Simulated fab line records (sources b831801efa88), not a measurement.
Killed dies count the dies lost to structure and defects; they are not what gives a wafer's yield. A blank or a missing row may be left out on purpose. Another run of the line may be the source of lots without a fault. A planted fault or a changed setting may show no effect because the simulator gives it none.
fab line records    flow gf180mcu
[record] lots = 5  wafers = 23
route steps=602 shown M2@373 M3@409 V3@441 V4@480 MIM@507
startH: hours from the record's opening day to when the first of the lot's shown wafers began    waitH: hours since the lot's step before    " as in the row above    L1.1+2: a single row standing in for several wafers    - no value, or no start given    * or withheld: withheld    < > ~ a bound
route shown NAME@n: names a module that has steps shown in the file, with the first one's number in the route    usual: mean and standard deviation over wafers with no fault    same: alike in all rows    chamber/n: place in a boat    sites: the reading at each site    _std_site: how widely they spread, as a standard deviation    _edge_site: the outer-site mean with the inner-site mean subtracted    radiusMm: for every site, how far away it sits from the centre of the wafer    mask NAME#n: copy n    behind: tool/chamber where the wafer was last shaped    hold: why the lot was held/for how many hours/how that ended    device: the n, p or np transistor that did not switch    end of line: tests of these same wafers at the route's end    a step given without rows: its recipe and nothing more    killed: dies that structure and defects cost at the first sort, which is not the same as the wafer's yield    map: a wafer's dies, x killed, . not, _ none there
set.NAME: the setting the step ran with; set.NAME@STEP: the setting that earlier step ran with    model.NAME: the simulator's own value behind a step, which no gauge read
lots where settings were altered on purpose, with a table for each step and a row for each wafer
[[steps]]
[step GF_M2_EXPOSE_11]
[recipe] maskId = Metal2  targetCdNm = 280  na = 0.68  sourceShape = conventional  sigmaOuter = 0.6  doseMj = 28
lot.wafer       tool           chamber  startH  waitH  mask      set.doseMj
L075.1+2        krfScanner-02  0        -       -      Metal2#0  27.38
L075.3+5+6      "              0        "       "      Metal2#0  28
L077.1+2+5      krfScanner-02  0        -       -      Metal2#0  28
L082.1+2+4+5+6  krfScanner-02  0        -       -      Metal2#0  28
L083.1+2+6      krfScanner-02  0        -       -      Metal2#0  28.68
L083.3+5        "              0        "       "      Metal2#0  28
L084.1+3+5      krfScanner-01  0        -       -      Metal2#0  27.46
L084.4+6        "              0        "       "      Metal2#0  28
[step GF_M2_PEB_12]
[recipe] pebTempC = 135  pebTimeS = 90  resist = KrF
[step GF_M2_DEVELOP_13]
[recipe] developTimeS = 60  devTempC = 21
[step GF_M2_CD_MEAS_14]
[recipe] targetCdNm = 280
[usual] cdNm = 279.5/0.89
lot.wafer  tool      chamber  startH  waitH  set.doseMj@M2_EXPOSE_11  cdNm
L075.1     cdSem-02  -        445.71  0.1    27.38                    282.2
L075.2     "         -        "       "      27.38                    282.1
L075.3     "         -        "       "      28                       279.7
L075.5     "         -        "       "      28                       278.8
L075.6     "         -        "       "      28                       279.2
L077.1     cdSem-02  -        466.37  0.1    28                       279.6
L077.2     "         -        "       "      28                       281.3
L077.5     "         -        "       "      28                       280.5
L082.1     cdSem-02  -        506.19  0.1    28                       279.7
L082.2     "         -        "       "      28                       279.8
L082.4     "         -        "       "      28                       279.7
L082.5     "         -        "       "      28                       279.9
L082.6     "         -        "       "      28                       279.6
L083.1     cdSem-02  -        518.19  0.1    28.68                    275.8
L083.2     "         -        "       "      28.68                    276.8
L083.3     "         -        "       "      28                       278.9
L083.5     "         -        "       "      28                       278.1
L083.6     "         -        "       "      28.68                    275.2
L084.1     cdSem-02  -        535.47  0.1    27.46                    283.4
L084.3     "         -        "       "      27.46                    283.8
L084.4     "         -        "       "      28                       280.8
L084.5     "         -        "       "      27.46                    283.0
L084.6     "         -        "       "      28                       280.9
[step GF_M2_METAL_ETCH_16]
[recipe] chemistry = Cl2/BCl3  maskMaterial = KrF  targetDepthNm = 627.5  stopOn = SiO2  pressureMtorr = 8  icpW = 800  biasW = 140  Cl2_flow_sccm = 80  bcl3FlowSccm = 40  timeS = 104.6
lot.wafer  tool         chamber  startH  waitH  set.icpW  model.KrF_of_M2_COAT_09.thkNm
L075.1     rieMetal-03  1        445.86  0.0    842.9     724.2
L075.2     "            1        "       "      842.9     725.1
L075.3     "            1        "       "      800       738.6
L075.5     "            1        "       "      842.9     724.6
L075.6     "            1        "       "      800       737.9
L077.1     rieMetal-02  0        466.53  0.0    800       740.9
L077.2     "            1        "       "      800       739.8
L077.5     "            0        "       "      800       745.1
L082.1     rieMetal-03  0        506.34  0.0    873.2     708.7
L082.2     "            0        "       "      800       731
L082.4     "            0        "       "      800       731.2
L082.5     "            0        "       "      800       724.6
L082.6     "            0        "       "      873.2     708.8
L083.1     rieMetal-03  0        518.34  0.0    753       744.3
L083.2     "            0        "       "      800       729.9
L083.3     "            0        "       "      753       743.8
L083.5     "            0        "       "      800       730.8
L083.6     "            0        "       "      800       733.5
L084.1     rieMetal-03  0        535.62  0.0    800       733.2
L084.3     "            0        "       "      714.1     754.2
L084.4     "            1        "       "      714.1     765.8
L084.5     "            1        "       "      800       742.6
L084.6     "            0        "       "      714.1     753.9
[step GF_M2_STRIP_17]
[recipe] chemistry = O2/N2  powerW = 1400  pressureMtorr = 1500  platenTempC = 250  o2FlowSccm = 3000  n2FlowSccm = 300  overashFraction = 0.5
[usual] stripTimeToEndpointS = 7.89/0.046
lot.wafer  tool            chamber  startH  waitH  set.icpW@M2_METAL_ETCH_16  stripTimeToEndpointS
L075.1     plasmaAsher-03  0        446.09  0.2    842.9                      7.78
L075.2     "               1        "       "      842.9                      7.79
L075.3     "               0        "       "      800                        7.92
L075.5     "               0        "       "      842.9                      7.78
L075.6     "               1        "       "      800                        7.90
L077.1     plasmaAsher-04  0        466.64  0.1    800                        7.93
L077.2     "               1        "       "      800                        7.92
L077.5     "               1        "       "      800                        7.96
L082.1     plasmaAsher-04  0        506.57  0.2    873.2                      7.61
L082.2     "               1        "       "      800                        7.83
L082.4     "               0        "       "      800                        7.84
L082.5     "               0        "       "      800                        7.77
L082.6     "               1        "       "      873.2                      7.62
L083.1     plasmaAsher-03  1        518.67  0.3    753                        7.95
L083.2     "               0        "       "      800                        7.82
L083.3     "               1        "       "      753                        7.96
L083.5     "               1        "       "      800                        7.82
L083.6     "               0        "       "      800                        7.86
L084.1     plasmaAsher-02  0        535.74  0.1    800                        7.86
L084.3     "               0        "       "      714.1                      8.06
L084.4     "               1        "       "      714.1                      8.18
L084.5     "               1        "       "      800                        7.94
L084.6     "               0        "       "      714.1                      8.06
[step GF_M3_SPUTTER_00]
[recipe] material = Ti  targetThkNm = 37.5  arrivingIonEnergyEv = 80  substrateTempC = 200  chamberPressurePa = 2  powerW = 4000  timeS = 150
lot.wafer  tool           chamber  startH  waitH  set.chamberPressurePa  model.Ti_of_M3_SPUTTER_00.thkNm
L075.1     pvdSputter-04  -        472.52  0.1    2.155                  36.78
L075.2     "              -        "       "      2.155                  36.44
L075.3     "              -        "       "      2.155                  36.95
L075.5     "              -        "       "      2.155                  36.57
L075.6     "              -        "       "      2.155                  36.82
L077.1     pvdSputter-03  -        493.47  0.2    2                      37.92
L077.2     "              -        "       "      2                      37.89
L077.5     "              -        "       "      2                      38.13
L082.1     pvdSputter-04  -        531.90  0.2    2                      38.95
L082.2     "              -        "       "      2                      38.81
L082.4     "              -        "       "      2                      39.07
L082.5     "              -        "       "      2                      39.28
L082.6     "              -        "       "      2                      38.72
L083.1     pvdSputter-04  -        544.52  0.1    2                      38.73
L083.2     "              -        "       "      2                      38.21
L083.3     "              -        "       "      2                      38.29
L083.5     "              -        "       "      2                      38.54
L083.6     "              -        "       "      2                      37.91
L084.1     pvdSputter-04  -        560.47  0.1    2.208                  36.01
L084.3     "              -        "       "      2.208                  35.62
L084.4     "              -        "       "      2.208                  35.56
L084.5     "              -        "       "      2.208                  35.74
L084.6     "              -        "       "      2.208                  35.76
[step GF_M3_SPUTTER_01]
[recipe] material = TiN  targetThkNm = 30  powerW = 6500  timeS = 25  chamberPressurePa = 0.4
lot.wafer  tool           chamber  startH  waitH  set.powerW  model.TiN_of_M3_SPUTTER_01.thkNm
L075.1     pvdSputter-04  -        472.62  0.1    6823        32.49
L075.2     "              -        "       "      6500        30.22
L075.3     "              -        "       "      6500        30.53
L075.5     "              -        "       "      6823        32.33
L075.6     "              -        "       "      6823        32.14
L077.1     pvdSputter-03  -        493.57  0.1    6500        29.8
L077.2     "              -        "       "      6500        29.75
L077.5     "              -        "       "      6500        29.97
L082.1     pvdSputter-04  -        532.00  0.1    6500        30.34
L082.2     "              -        "       "      6500        30.41
L082.4     "              -        "       "      6500        30.06
L082.5     "              -        "       "      6500        30.01
L082.6     "              -        "       "      6500        30.17
L083.1     pvdSputter-04  -        544.62  0.1    6500        30.05
L083.2     "              -        "       "      7251        33.88
L083.3     "              -        "       "      7251        33.84
L083.5     "              -        "       "      6500        30.07
L083.6     "              -        "       "      7251        33.82
L084.1     pvdSputter-04  -        560.57  0.1    6781        31.37
L084.3     "              -        "       "      6500        30.4
L084.4     "              -        "       "      6781        31.41
L084.5     "              -        "       "      6781        31.63
L084.6     "              -        "       "      6500        30.31
[step GF_M3_COAT_09]
[recipe] resist = KrF  spinRpm = withheld  resistThkNm = 1000
lot.wafer       tool           chamber  startH  waitH  set.resistThkNm
L075.1+6        lithoTrack-02  0        484.37  0.1    1000
L075.2+3+5      "              0        "       "      1026
L077.1+2+5      lithoTrack-03  0        505.19  0.1    1000
L082.1+2+4+5+6  lithoTrack-03  0        543.54  0.1    1000
L083.1+2+3+5+6  lithoTrack-03  0        555.84  0.1    1000
L084.1+5+6      lithoTrack-04  0        571.71  0.1    1049
L084.3+4        "              0        "       "      1000
[step GF_M3_PEB_12]
[recipe] pebTempC = 135  pebTimeS = 90  resist = KrF
lot.wafer       tool           chamber  startH  waitH  set.pebTempC
L075.1+5        lithoTrack-04  0        -       -      135
L075.2+3+6      "              0        "       "      131
L077.1+2+5      lithoTrack-02  0        -       -      135
L082.1+4+5      lithoTrack-04  0        -       -      136.8
L082.2+6        "              0        "       "      135
L083.1+2+3+5+6  lithoTrack-04  0        -       -      135
L084.1+4+6      lithoTrack-03  0        -       -      135
L084.3+5        "              0        "       "      132.4
[step GF_M3_DEVELOP_13]
[recipe] developTimeS = 60  devTempC = 21
[step GF_M3_CD_MEAS_14]
[recipe] targetCdNm = 280
[usual] cdNm = 280.1/1.2
lot.wafer  tool      chamber  startH  waitH  set.pebTempC@M3_PEB_12  cdNm
L075.1     cdSem-01  -        496.46  0.1    135                     281.2
L075.2     "         -        "       "      131                     293.8
L075.3     "         -        "       "      131                     294.6
L075.5     "         -        "       "      135                     281.5
L075.6     "         -        "       "      131                     294.4
L077.1     cdSem-02  -        517.17  0.1    135                     281.3
L077.2     "         -        "       "      135                     280.1
L077.5     "         -        "       "      135                     280.8
L082.1     cdSem-02  -        555.11  0.1    136.8                   276.5
L082.2     "         -        "       "      135                     280.8
L082.4     "         -        "       "      136.8                   275.8
L082.5     "         -        "       "      136.8                   276.3
L082.6     "         -        "       "      135                     280.7
L083.1     cdSem-02  -        567.16  0.1    135                     278.6
L083.2     "         -        "       "      135                     278.4
L083.3     "         -        "       "      135                     277.5
L083.5     "         -        "       "      135                     279.6
L083.6     "         -        "       "      135                     278.1
L084.1     cdSem-02  -        582.49  0.1    135                     281.0
L084.3     "         -        "       "      132.4                   287.9
L084.4     "         -        "       "      135                     279.1
L084.5     "         -        "       "      132.4                   289.5
L084.6     "         -        "       "      135                     281.7
[step GF_M3_METAL_ETCH_16]
[recipe] chemistry = Cl2/BCl3  maskMaterial = KrF  targetDepthNm = 627.5  stopOn = SiO2  pressureMtorr = 8  icpW = 800  biasW = 140  Cl2_flow_sccm = 80  bcl3FlowSccm = 40  timeS = 104.6
[step GF_M3_STRIP_17]
[recipe] chemistry = O2/N2  powerW = 1400  pressureMtorr = 1500  platenTempC = 250  o2FlowSccm = 3000  n2FlowSccm = 300  overashFraction = 0.5
[usual] stripTimeToEndpointS = 7.88/0.061
lot.wafer  tool            chamber  startH  waitH  set.resistThkNm@M3_COAT_09  stripTimeToEndpointS
L075.1     plasmaAsher-02  1        496.72  0.1    1000                        7.90
L075.2     "               0        "       "      1026                        8.07
L075.3     "               1        "       "      1026                        8.05
L075.5     "               0        "       "      1026                        8.17
L075.6     "               1        "       "      1000                        7.81
L077.1     plasmaAsher-03  0        517.44  0.1    1000                        7.92
L077.2     "               1        "       "      1000                        7.94
L077.5     "               0        "       "      1000                        7.97
L082.1     plasmaAsher-01  0        555.37  0.1    1000                        7.80
L082.2     "               1        "       "      1000                        7.86
L082.4     "               1        "       "      1000                        7.77
L082.5     "               1        "       "      1000                        7.86
L082.6     "               0        "       "      1000                        7.82
L083.1     plasmaAsher-03  1        567.54  0.2    1000                        7.84
L083.2     "               0        "       "      1000                        7.88
L083.3     "               1        "       "      1000                        7.83
L083.5     "               0        "       "      1000                        7.88
L083.6     "               1        "       "      1000                        7.84
L084.1     plasmaAsher-02  1        582.76  0.1    1049                        8.34
L084.3     "               1        "       "      1000                        7.81
L084.4     "               0        "       "      1000                        7.92
L084.5     "               1        "       "      1049                        8.37
L084.6     "               0        "       "      1049                        8.39
[step GF_V3_PEB_12]
[recipe] pebTempC = 135  pebTimeS = 90  resist = KrF
lot.wafer   tool           chamber  startH  waitH  set.pebTempC
L075.1+2+6  lithoTrack-02  0        -       -      138.2
L075.3+5    "              0        "       "      135
L077.1+2+5  lithoTrack-02  0        -       -      135
L082.1+2    lithoTrack-01  0        -       -      136.4
L082.4+5+6  "              0        "       "      135
L083.1+5+6  lithoTrack-01  0        -       -      136.8
L083.2+3    "              0        "       "      135
L084.1+6    lithoTrack-01  0        -       -      135
L084.3+4+5  "              0        "       "      137.8
[step GF_V3_DEVELOP_13]
[recipe] developTimeS = 60  resist = KrF  devTempC = 21
[step GF_V3_CD_MEAS_14]
[recipe] targetCdNm = 260
[usual] cdNm = 260.5/1.2
lot.wafer  tool      chamber  startH  waitH  set.pebTempC@V3_PEB_12  cdNm
L075.1     cdSem-02  -        521.27  0.1    138.2                   270.5
L075.2     "         -        "       "      138.2                   269.5
L075.3     "         -        "       "      135                     263.0
L075.5     "         -        "       "      135                     262.5
L075.6     "         -        "       "      138.2                   269.5
L077.1     cdSem-01  -        541.27  0.1    135                     258.6
L077.2     "         -        "       "      135                     259.0
L077.5     "         -        "       "      135                     259.6
L082.1     cdSem-02  -        578.74  0.1    136.4                   263.4
L082.2     "         -        "       "      136.4                   266.1
L082.4     "         -        "       "      135                     260.1
L082.5     "         -        "       "      135                     261.1
L082.6     "         -        "       "      135                     262.7
L083.1     cdSem-01  -        590.69  0.1    136.8                   263.2
L083.2     "         -        "       "      135                     258.8
L083.3     "         -        "       "      135                     259.4
L083.5     "         -        "       "      136.8                   262.6
L083.6     "         -        "       "      136.8                   263.2
L084.1     cdSem-02  -        605.29  0.1    135                     259.1
L084.3     "         -        "       "      137.8                   266.7
L084.4     "         -        "       "      137.8                   266.5
L084.5     "         -        "       "      137.8                   265.9
L084.6     "         -        "       "      135                     259.5
[step GF_V3_ETCH_16]
[recipe] chemistry = N2/H2  targetDepthA = withheld  overetchA = withheld  timeS = withheld  target = BARC  ionEnergyEv = 200  sourceW = 500  biasW = 100  pressureMtorr = 30  n2FlowSccm = 100  h2FlowSccm = 200
lot.wafer  tool        chamber  startH  waitH  set.pebTempC@V3_PEB_12  model.V3.cdNm
L075.1     rieDiel-03  3        521.42  0.0    138.2                   270.3
L075.2     "           0        "       "      138.2                   269.2
L075.3     "           2        "       "      135                     263.4
L075.5     "           3        "       "      135                     262
L075.6     "           2        "       "      138.2                   270
L077.1     rieDiel-04  0        541.42  0.0    135                     257.5
L077.2     "           2        "       "      135                     258
L077.5     "           2        "       "      135                     258.3
L082.1     rieDiel-03  3        578.89  0.0    136.4                   263.2
L082.2     "           2        "       "      136.4                   265.9
L082.4     "           1        "       "      135                     259.5
L082.5     "           1        "       "      135                     260.6
L082.6     "           0        "       "      135                     262.4
L083.1     rieDiel-03  1        590.84  0.0    136.8                   262.6
L083.2     "           0        "       "      135                     258.1
L083.3     "           3        "       "      135                     259.4
L083.5     "           1        "       "      136.8                   262.1
L083.6     "           0        "       "      136.8                   263.2
L084.1     rieDiel-01  2        605.44  0.0    135                     258.7
L084.3     "           2        "       "      137.8                   266.5
L084.4     "           1        "       "      137.8                   266.7
L084.5     "           2        "       "      137.8                   265.8
L084.6     "           1        "       "      135                     260.8
[step GF_V4_CMP_04]
[recipe] material = SiO2  downForcePsi = 4  platenRpm = 60  padVelocityMS = 0.94248
lot.wafer  tool    chamber  startH  waitH  set.leaveAboveRefNm  model.SiO2_of_V4_CVD_02.thkNm
L075.3     cmp-02  2        546.60  0.0    663.1                663.6
L075.2     "       3        "       "      663.1                663.1
L075.1     "       0        "       "      632.5                631.1
L075.5     "       2        "       "      663.1                664.1
L075.6     "       3        "       "      632.5                632.8
L077.1     cmp-01  2        566.94  0.1    632.5                630.8
L077.2     "       1        "       "      632.5                631.9
L077.5     "       3        "       "      632.5                633.5
L082.2     cmp-02  3        602.88  0.0    605.4                607.3
L082.4     "       1        "       "      632.5                634.2
L082.1     "       2        "       "      605.4                607.2
L082.6     "       3        "       "      632.5                634.9
L082.5     "       0        "       "      605.4                605.4
L083.2+6   cmp-02  2        614.03  0.0    663.9                664.9
L083.1     "       3        "       "      663.9                663.6
L083.3     "       1        "       "      632.5                631.5
L083.5     "       3        "       "      632.5                632.5
L084.1     cmp-01  0        629.65  0.1    632.5                633.5
L084.3     "       1        "       "      632.5                632.5
L084.4     "       3        "       "      632.5                630.8
L084.6     "       0        "       "      632.5                632.9
L084.5     "       1        "       "      632.5                632.2
[step GF_V4_DEHYDRATE_06]
[recipe] tempC = 200  timeS = 60
[step GF_V4_ETCH_16]
[recipe] chemistry = N2/H2  targetDepthA = withheld  overetchA = withheld  timeS = withheld  target = BARC  ionEnergyEv = 200  sourceW = 500  biasW = 100  pressureMtorr = 30  n2FlowSccm = 100  h2FlowSccm = 200
[step GF_V4_ETCH_17]
[recipe] chemistry = C4F8/O2/Ar  maskMaterial = KrF  target = SiO2  stopOn = TiN  sourceW = 1500  biasW = 1200  pressureMtorr = 40  c4f8FlowSccm = withheld  O2_flow_sccm = 6  Ar_flow_sccm = 300  timeS = withheld  targetDepthA = 6300
[usual] oesProductAu = 0.856/0.0051
lot.wafer  tool        chamber  startH  waitH  set.leaveAboveRefNm@V4_CMP_04  oesProductAu  model.V4.featureDepthNm
L075.1     rieDiel-03  1        -       -      632.5                          0.842         631.1
L075.2     "           3        "       "      663.1                          0.875         663.1
L075.3     "           2        "       "      663.1                          0.892         663.6
L075.5     "           1        "       "      663.1                          0.877         664.1
L075.6     "           2        "       "      632.5                          0.861         632.8
L077.1     rieDiel-02  0        -       -      632.5                          0.855         630.8
L077.2     "           2        "       "      632.5                          0.854         631.9
L077.5     "           2        "       "      632.5                          0.857         633.5
L082.1     rieDiel-03  1        -       -      605.4                          0.833         607.2
L082.2     "           3        "       "      605.4                          0.846         607.3
L082.4     "           0        "       "      632.5                          0.858         634.2
L082.5     "           1        "       "      605.4                          0.833         605.4
L082.6     "           2        "       "      632.5                          0.869         634.9
L083.1     rieDiel-03  0        -       -      663.9                          0.881         663.6
L083.2     "           1        "       "      663.9                          0.876         664.9
L083.3     "           2        "       "      632.5                          0.850         631.5
L083.5     "           2        "       "      632.5                          0.855         632.5
L083.6     "           1        "       "      663.9                          0.886         664.9
L084.1     rieDiel-03  0        -       -      632.5                          0.857         633.5
L084.3     "           2        "       "      632.5                          0.858         632.5
L084.4     "           1        "       "      632.5                          0.844         630.8
L084.5     "           1        "       "      632.5                          0.858         632.2
L084.6     "           2        "       "      632.5                          0.855         632.9
[step GF_MIM_SPUTTER_04]
[recipe] material = TiN  targetThkNm = 50  powerW = 6500  timeS = 41.7  chamberPressurePa = 0.4
lot.wafer  tool           chamber  startH  waitH  set.timeS  model.TiN_of_MIM_SPUTTER_04.thkNm
L075.1     pvdSputter-04  -        570.83  0.0    41.7       50.41
L075.2     "              -        "       "      35.98      43.25
L075.3     "              -        "       "      41.7       50.36
L075.5     "              -        "       "      41.7       50.5
L075.6     "              -        "       "      35.98      43.77
L077.1     pvdSputter-01  -        590.87  0.0    41.7       50.19
L077.2     "              -        "       "      41.7       51.02
L077.5     "              -        "       "      41.7       50.86
L082.1     pvdSputter-01  -        624.87  0.0    44.59      54.1
L082.2     "              -        "       "      41.7       50.18
L082.4     "              -        "       "      41.7       49.46
L082.5     "              -        "       "      41.7       50.42
L082.6     "              -        "       "      44.59      53.96
L083.1     pvdSputter-04  -        636.23  0.0    46.21      54.47
L083.2     "              -        "       "      41.7       49.87
L083.3     "              -        "       "      46.21      55.07
L083.5     "              -        "       "      41.7       49.62
L083.6     "              -        "       "      41.7       49.7
L084.1     pvdSputter-01  -        651.84  0.0    41.7       49.95
L084.3     "              -        "       "      36.21      43.87
L084.4     "              -        "       "      41.7       49.64
L084.5     "              -        "       "      41.7       49.51
L084.6     "              -        "       "      36.21      43.49
[step GF_MIM_SOFTBAKE_15]
[recipe] tempC = 90  timeS = 60  resist = NOVOLAK
lot.wafer   tool           chamber  startH  waitH  set.tempC
L075.1+5+6  lithoTrack-03  0        581.99  0.1    93.29
L075.2+3    "              0        "       "      90
L077.1+2+5  lithoTrack-02  0        601.32  0.1    90
L082.1+2+4  lithoTrack-04  0        635.80  0.1    90
L082.5+6    "              0        "       "      87.43
L083.1+6    lithoTrack-03  0        645.84  0.1    90
L083.2+3+5  "              0        "       "      93.51
L084.1+5+6  lithoTrack-02  0        661.12  0.1    88.35
L084.3+4    "              0        "       "      90
[step GF_MIM_EXPOSE_16]
[recipe] maskId = FuseTop  targetCdNm = 2000  na = 0.6  sourceShape = conventional  sigmaOuter = 0.6  doseMj = 140
[step GF_MIM_PEB_17]
[recipe] tempC = withheld  timeS = *  resist = NOVOLAK
[step GF_MIM_DEVELOP_18]
[recipe] developTimeS = 60  devTempC = 23
[step GF_MIM_METAL_ETCH_19]
[recipe] chemistry = Cl2/BCl3  maskMaterial = NOVOLAK  stopOn = Si3N4  targetDepthNm = 324.5  pressureMtorr = 8  icpW = 800  biasW = 140  Cl2_flow_sccm = 80  bcl3FlowSccm = 40  timeS = 54.1
[step GF_MIM_STRIP_20]
[recipe] chemistry = O2/N2  powerW = 1400  pressureMtorr = 1500  platenTempC = 250  o2FlowSccm = 3000  n2FlowSccm = 300  overashFraction = 0.5
[usual] stripTimeToEndpointS = 11.42/0.038
lot.wafer  tool            chamber  startH  waitH  set.tempC@MIM_SOFTBAKE_15  stripTimeToEndpointS
L075.1     plasmaAsher-02  1        592.76  0.0    93.29                      11.34
L075.2     "               0        "       "      90                         11.40
L075.3     "               0        "       "      90                         11.40
L075.5     "               1        "       "      93.29                      11.31
L075.6     "               0        "       "      93.29                      11.31
L077.1     plasmaAsher-01  1        611.79  0.0    90                         11.44
L077.2     "               0        "       "      90                         11.42
L077.5     "               0        "       "      90                         11.44
L082.1     plasmaAsher-01  1        645.30  0.1    90                         11.41
L082.2     "               0        "       "      90                         11.38
L082.4     "               0        "       "      90                         11.49
L082.5     "               0        "       "      87.43                      11.48
L082.6     "               1        "       "      87.43                      11.52
L083.1     plasmaAsher-01  0        655.27  0.0    90                         11.43
L083.2     "               1        "       "      93.51                      11.33
L083.3     "               1        "       "      93.51                      11.33
L083.5     "               0        "       "      93.51                      11.33
L083.6     "               1        "       "      90                         11.44
L084.1     plasmaAsher-02  0        670.86  0.1    88.35                      11.42
L084.3     "               1        "       "      90                         11.40
L084.4     "               0        "       "      90                         11.35
L084.5     "               1        "       "      88.35                      11.47
L084.6     "               0        "       "      88.35                      11.45
[[key]]
[split] step = GF_M2_EXPOSE_11  setting = doseMj  stated = 28  by = wafer
[response] step = GF_M2_CD_MEAS_14  reading = cdNm  change = -1.21  per = 1%  r = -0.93
[split] step = GF_M2_METAL_ETCH_16  setting = icpW  stated = 800  by = wafer
[response] step = GF_M2_METAL_ETCH_16  reading = model.KrF_of_M2_COAT_09.thkNm  change = -2.09  per = 1%  r = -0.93
[response] step = GF_M2_STRIP_17  reading = stripTimeToEndpointS  change = *  per = 1%  r = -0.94
[split] step = GF_M3_SPUTTER_00  setting = chamberPressurePa  stated = 2  by = lot
[response] step = GF_M3_SPUTTER_00  reading = model.Ti_of_M3_SPUTTER_00.thkNm  change = -0.255  per = 1%  r = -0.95
[split] step = GF_M3_SPUTTER_01  setting = powerW  stated = 6500  by = wafer
[response] step = GF_M3_SPUTTER_01  reading = model.TiN_of_M3_SPUTTER_01.thkNm  change = +0.329  per = 1%  r = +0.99
[split] step = GF_M3_COAT_09  setting = resistThkNm  stated = 1000  by = wafer
[response] step = GF_M3_STRIP_17  reading = stripTimeToEndpointS  change = *  per = 1%  r = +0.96
[split] step = GF_M3_PEB_12  setting = pebTempC  stated = 135  by = wafer
[response] step = GF_M3_CD_MEAS_14  reading = cdNm  change = -4.2  per = 1%  r = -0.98
[split] step = GF_V3_PEB_12  setting = pebTempC  stated = 135  by = wafer
[response] step = GF_V3_CD_MEAS_14  reading = cdNm  change = +3.15  per = 1%  r = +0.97
[response] step = GF_V3_ETCH_16  reading = model.V3.cdNm  change = +3.11  per = 1%  r = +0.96
[split] step = GF_V4_CMP_04  setting = leaveAboveRefNm  stated = 632.5  by = wafer
[response] step = GF_V4_CMP_04  reading = model.SiO2_of_V4_CVD_02.thkNm  change = +6.53  per = 1%  r = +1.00
[response] step = GF_V4_ETCH_17  reading = oesProductAu  change = +0.00596  per = 1%  r = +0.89
[response] step = GF_V4_ETCH_17  reading = model.V4.featureDepthNm  change = +6.53  per = 1%  r = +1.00
[split] step = GF_MIM_SPUTTER_04  setting = timeS  stated = 41.7  by = wafer
[response] step = GF_MIM_SPUTTER_04  reading = model.TiN_of_MIM_SPUTTER_04.thkNm  change = +0.487  per = 1%  r = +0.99
[split] step = GF_MIM_SOFTBAKE_15  setting = tempC  stated = 90  by = wafer
[response] step = GF_MIM_STRIP_20  reading = stripTimeToEndpointS  change = *  per = 1%  r = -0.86
